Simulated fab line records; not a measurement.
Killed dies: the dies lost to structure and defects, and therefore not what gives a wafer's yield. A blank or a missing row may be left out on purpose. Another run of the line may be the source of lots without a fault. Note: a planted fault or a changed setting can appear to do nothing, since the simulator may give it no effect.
Which tool did it? :: flow sky130 :: 33 wafers from 11 lots sampled at 6 of the route's 708 steps

## WHAT THE GAUGES READ, wafer by wafer
SKY_SD_P_TW_MEAS_11.
lot: L548
measured: day 26 04:44
on: film-metro-03
SD_P_TW: 2760 2774 2772

lot: L550
measured: day 26 17:40
on: film-metro-04
SD_P_TW: 2821 2836 2829

lot: L551
measured: day 27 07:23
on: film-metro-04
SD_P_TW: 2828 2824 2825

lot: L552
measured: day 27 23:02
on: film-metro-04
SD_P_TW: 2839 2846 2838

lot: L559
measured: day 29 16:50
on: film-metro-03
SD_P_TW: 2790 2790 2791

lot: L560
measured: day 29 18:57
on: film-metro-03
SD_P_TW: 2788 2794 2802

lot: L563
measured: day 30 11:04
on: film-metro-03
SD_P_TW: 2766 2782 2792

lot: L564
measured: day 30 21:15
on: film-metro-02
SD_P_TW: 2810 2816 2818

lot: L568
measured: day 31 23:54
on: film-metro-03
SD_P_TW: 2782 2789 2784

lot: L570
measured: day 32 15:44
on: film-metro-03
SD_P_TW: 2780 2769 2773

lot: L571
measured: day 32 23:07
on: film-metro-03
SD_P_TW: 2792 2758 2770

SKY_SD_N_RS_MEAS_17: a four-point-probe measurement.
lot: L548
measured: day 28 15:53
on: film-metro-04
SD_P_RS (ohm/sq): 147.9 147.5 147.4

lot: L550
measured: day 29 05:17
on: film-metro-03
SD_P_RS (ohm/sq): 147.6 147.1 147.3

lot: L551
measured: day 29 17:35
on: film-metro-02
SD_P_RS (ohm/sq): 147.5 147.1 147.7

lot: L552
measured: day 30 07:46
on: film-metro-03
SD_P_RS (ohm/sq): 146.4 147.2 146.8

lot: L559
measured: day 31 23:46
on: film-metro-04
SD_P_RS (ohm/sq): 146.8 146.9 147.2

lot: L560
measured: day 32 03:48
on: film-metro-04
SD_P_RS (ohm/sq): 147.6 147.5 147.5

lot: L563
measured: day 32 19:08
on: film-metro-02
SD_P_RS (ohm/sq): 147.1 147.1 147.5

lot: L564
measured: day 33 04:04
on: film-metro-02
SD_P_RS (ohm/sq): 147.3 147.2 147.3

lot: L568
measured: day 34 06:15
on: film-metro-03
SD_P_RS (ohm/sq): 146.9 146.7 146.8

lot: L570
measured: day 34 21:43
on: film-metro-03
SD_P_RS (ohm/sq): 146.8 146.5 147.1

lot: L571
measured: day 35 04:51
on: film-metro-02
SD_P_RS (ohm/sq): 147.0 146.6 147.0

SKY_LI_CONTACT_RS_MEAS_22: a four-point-probe measurement.
lot: L548
measured: day 29 21:12
on: film-metro-02
LI_CONTACT_W_RS (ohm/sq): 0.287 0.289 0.292

lot: L550
measured: day 30 11:04
on: film-metro-04
LI_CONTACT_W_RS (ohm/sq): 0.295 0.296 0.289

lot: L551
measured: day 30 23:20
on: film-metro-02
LI_CONTACT_W_RS (ohm/sq): 0.291 0.287 0.290

lot: L552
measured: day 31 13:19
on: film-metro-04
LI_CONTACT_W_RS (ohm/sq): 0.291 0.286 0.286

lot: L559
measured: day 33 04:25
on: film-metro-03
LI_CONTACT_W_RS (ohm/sq): 0.388 0.390 0.394

lot: L560
measured: day 33 08:04
on: film-metro-04
LI_CONTACT_W_RS (ohm/sq): 0.393 0.386 0.389

lot: L563
measured: day 33 22:51
on: film-metro-04
LI_CONTACT_W_RS (ohm/sq): 0.287 0.282 0.281

lot: L564
measured: day 34 08:11
on: film-metro-02
LI_CONTACT_W_RS (ohm/sq): 0.282 0.283 0.287

lot: L568
measured: day 35 10:18
on: film-metro-02
LI_CONTACT_W_RS (ohm/sq): 0.289 0.291 0.286

lot: L570
measured: day 36 00:50
on: film-metro-03
LI_CONTACT_W_RS (ohm/sq): 0.286 0.285 0.285

lot: L571
measured: day 36 08:32
on: film-metro-04
LI_CONTACT_W_RS (ohm/sq): 0.286 0.289 0.286

SKY_LI_CONTACT_THK_MEAS_23: measures by xrf.
lot: L548
measured: day 29 21:19
on: film-metro-02
LI_CONTACT_W_THK (nm): 414 411 404

lot: L550
measured: day 30 11:10
on: film-metro-04
LI_CONTACT_W_THK (nm): 395 395 404

lot: L551
measured: day 30 23:26
on: film-metro-02
LI_CONTACT_W_THK (nm): 403 409 406

lot: L552
measured: day 31 13:26
on: film-metro-04
LI_CONTACT_W_THK (nm): 399 406 407

lot: L559
measured: day 33 04:32
on: film-metro-03
LI_CONTACT_W_THK (nm): 296 296 294

lot: L560
measured: day 33 08:11
on: film-metro-04
LI_CONTACT_W_THK (nm): 297 302 300

lot: L563
measured: day 33 22:57
on: film-metro-04
LI_CONTACT_W_THK (nm): 410 417 418

lot: L564
measured: day 34 08:18
on: film-metro-02
LI_CONTACT_W_THK (nm): 414 413 408

lot: L568
measured: day 35 10:25
on: film-metro-02
LI_CONTACT_W_THK (nm): 407 402 408

lot: L570
measured: day 36 00:57
on: film-metro-03
LI_CONTACT_W_THK (nm): 401 401 405

lot: L571
measured: day 36 08:40
on: film-metro-04
LI_CONTACT_W_THK (nm): 408 403 409

## WHAT TOOL EACH LOT RAN ON (gives the tool, then ch and the chambers of the sampled wafers, and finally the start)
lot: L548
SKY_SD_N_RTA_14: rtp-anneal-02 ch 0, day 28 15:35
SKY_LI_CONTACT_CVD_21: cvd-w-02 ch 1, day 29 21:04

lot: L550
SKY_SD_N_RTA_14: rtp-anneal-01 ch 0, day 29 04:58
SKY_LI_CONTACT_CVD_21: cvd-w-02 ch 0,1, day 30 10:56

lot: L551
SKY_SD_N_RTA_14: rtp-anneal-02 ch 0, day 29 17:16
SKY_LI_CONTACT_CVD_21: cvd-w-02 ch 0,1, day 30 23:13

lot: L552
SKY_SD_N_RTA_14: rtp-anneal-02 ch 0, day 30 07:29
SKY_LI_CONTACT_CVD_21: cvd-w-01 ch 0,1, day 31 13:12

lot: L559
SKY_SD_N_RTA_14: rtp-anneal-02 ch 0, day 31 23:29
SKY_LI_CONTACT_CVD_21: cvd-w-02 ch 0,1, day 33 04:17

lot: L560
SKY_SD_N_RTA_14: rtp-anneal-01 ch 0, day 32 03:29
SKY_LI_CONTACT_CVD_21: cvd-w-02 ch 0,1, day 33 07:56

lot: L563
SKY_SD_N_RTA_14: rtp-anneal-02 ch 0, day 32 18:49
SKY_LI_CONTACT_CVD_21: cvd-w-01 ch 0,1, day 33 22:43

lot: L564
SKY_SD_N_RTA_14: rtp-anneal-01 ch 0, day 33 03:46
SKY_LI_CONTACT_CVD_21: cvd-w-01 ch 0,1, day 34 08:03

lot: L568
SKY_SD_N_RTA_14: rtp-anneal-01 ch 0, day 34 05:56
SKY_LI_CONTACT_CVD_21: cvd-w-01 ch 0,1, day 35 10:09

lot: L570
SKY_SD_N_RTA_14: rtp-anneal-01 ch 0, day 34 21:26
SKY_LI_CONTACT_CVD_21: cvd-w-01 ch 0,1, day 36 00:43

lot: L571
SKY_SD_N_RTA_14: rtp-anneal-02 ch 0, day 35 04:33
SKY_LI_CONTACT_CVD_21: cvd-w-02 ch 0,1, day 36 08:25
- SKY_SD_N_RTA_14: time 2 s.
- SKY_LI_CONTACT_CVD_21: deposits W, target thk 400 nm, time 120.56 s.

## AS READ BY THE TOOLS THEMSELVES (means over the sampled wafers that have a number; for cases with no such wafer, the mark the record gives instead)
SKY_SD_N_RTA_14.
lot: L548
tool: rtp-anneal-02
lamp-power-pct (%): 15.72
wafer_temp_C_max: 1077.2

lot: L550
tool: rtp-anneal-01
lamp-power-pct (%): 15.76
wafer_temp_C_max: 1077.7

lot: L551
tool: rtp-anneal-02
lamp-power-pct (%): 15.74
wafer_temp_C_max: 1078.4

lot: L552
tool: rtp-anneal-02
lamp-power-pct (%): 15.73
wafer_temp_C_max: 1079.6

lot: L559
tool: rtp-anneal-02
lamp-power-pct (%): 15.72
wafer_temp_C_max: 1076.8

lot: L560
tool: rtp-anneal-01
lamp-power-pct (%): 15.75
wafer_temp_C_max: 1077.3

lot: L563
tool: rtp-anneal-02
lamp-power-pct (%): 15.70
wafer_temp_C_max: 1079.6

lot: L564
tool: rtp-anneal-01
lamp-power-pct (%): 15.75
wafer_temp_C_max: 1077.0

lot: L568
tool: rtp-anneal-01
lamp-power-pct (%): 15.72
wafer_temp_C_max: 1077.3

lot: L570
tool: rtp-anneal-01
lamp-power-pct (%): 15.74
wafer_temp_C_max: 1079.2

lot: L571
tool: rtp-anneal-02
lamp-power-pct (%): 15.74
wafer_temp_C_max: 1077.9

SKY_LI_CONTACT_CVD_21.
lot: L548
tool: cvd-w-02
chamber-pressure-Torr (Torr): 40.05
heater-power-w (W): 870

lot: L550
tool: cvd-w-02
chamber-pressure-Torr (Torr): 39.99
heater-power-w (W): 871

lot: L551
tool: cvd-w-02
chamber-pressure-Torr (Torr): 39.89
heater-power-w (W): 878

lot: L552
tool: cvd-w-01
chamber-pressure-Torr (Torr): 39.93
heater-power-w (W): 835

lot: L559
tool: cvd-w-02
chamber-pressure-Torr (Torr): 21.43
heater-power-w (W): 884

lot: L560
tool: cvd-w-02
chamber-pressure-Torr (Torr): 21.37
heater-power-w (W): 866

lot: L563
tool: cvd-w-01
chamber-pressure-Torr (Torr): 39.91
heater-power-w (W): 837

lot: L564
tool: cvd-w-01
chamber-pressure-Torr (Torr): 39.96
heater-power-w (W): 811

lot: L568
tool: cvd-w-01
chamber-pressure-Torr (Torr): 40.00
heater-power-w (W): 828

lot: L570
tool: cvd-w-01
chamber-pressure-Torr (Torr): 39.90
heater-power-w (W): 817

lot: L571
tool: cvd-w-02
chamber-pressure-Torr (Torr): 39.99
heater-power-w (W): 900

## THE ANSWER, worked out from the rows above alone
Rule: usual is defined by the lots themselves. The widest of any qualifying gaps counts: lots, ordered by their means at a reading, are off when they make up no more than a third of the lots, leave a main group of 4 or more, and stand apart from it by 3 or more times the standard deviation of that group's means. A main group whose means are all the same, to the digits that the tables above print for the reading, isn't used. Also off: a lot with no number at a reading for which 4 or more lots have one. All remaining lots with rows at the step are treated as sound. The gauges are gone through in route order, then the tools' own readings, and for those a lot's mean is taken as printed above. The first step at which some lot is off is used, and at that step the reading that is off furthest; a lot without a number counts as furthest.
Off: L559, L560, seen at SKY_LI_CONTACT_RS_MEAS_22 (LI_CONTACT_W_RS). Main group: mean 0.288 ohm/sq, sd 0.0029.
If a tool, at a process step before that reading, ran all the lots that are off and no sound lot after the first of them, it fits. Not tried: the gauges at SKY_LI_CONTACT_RS_MEAS_22; whatever is off there is also off at SKY_LI_CONTACT_CVD_21, on other tools, and gauge error can't account for it. Not one of the candidates tried fits.

## WHAT THE SIMULATOR PUT IN
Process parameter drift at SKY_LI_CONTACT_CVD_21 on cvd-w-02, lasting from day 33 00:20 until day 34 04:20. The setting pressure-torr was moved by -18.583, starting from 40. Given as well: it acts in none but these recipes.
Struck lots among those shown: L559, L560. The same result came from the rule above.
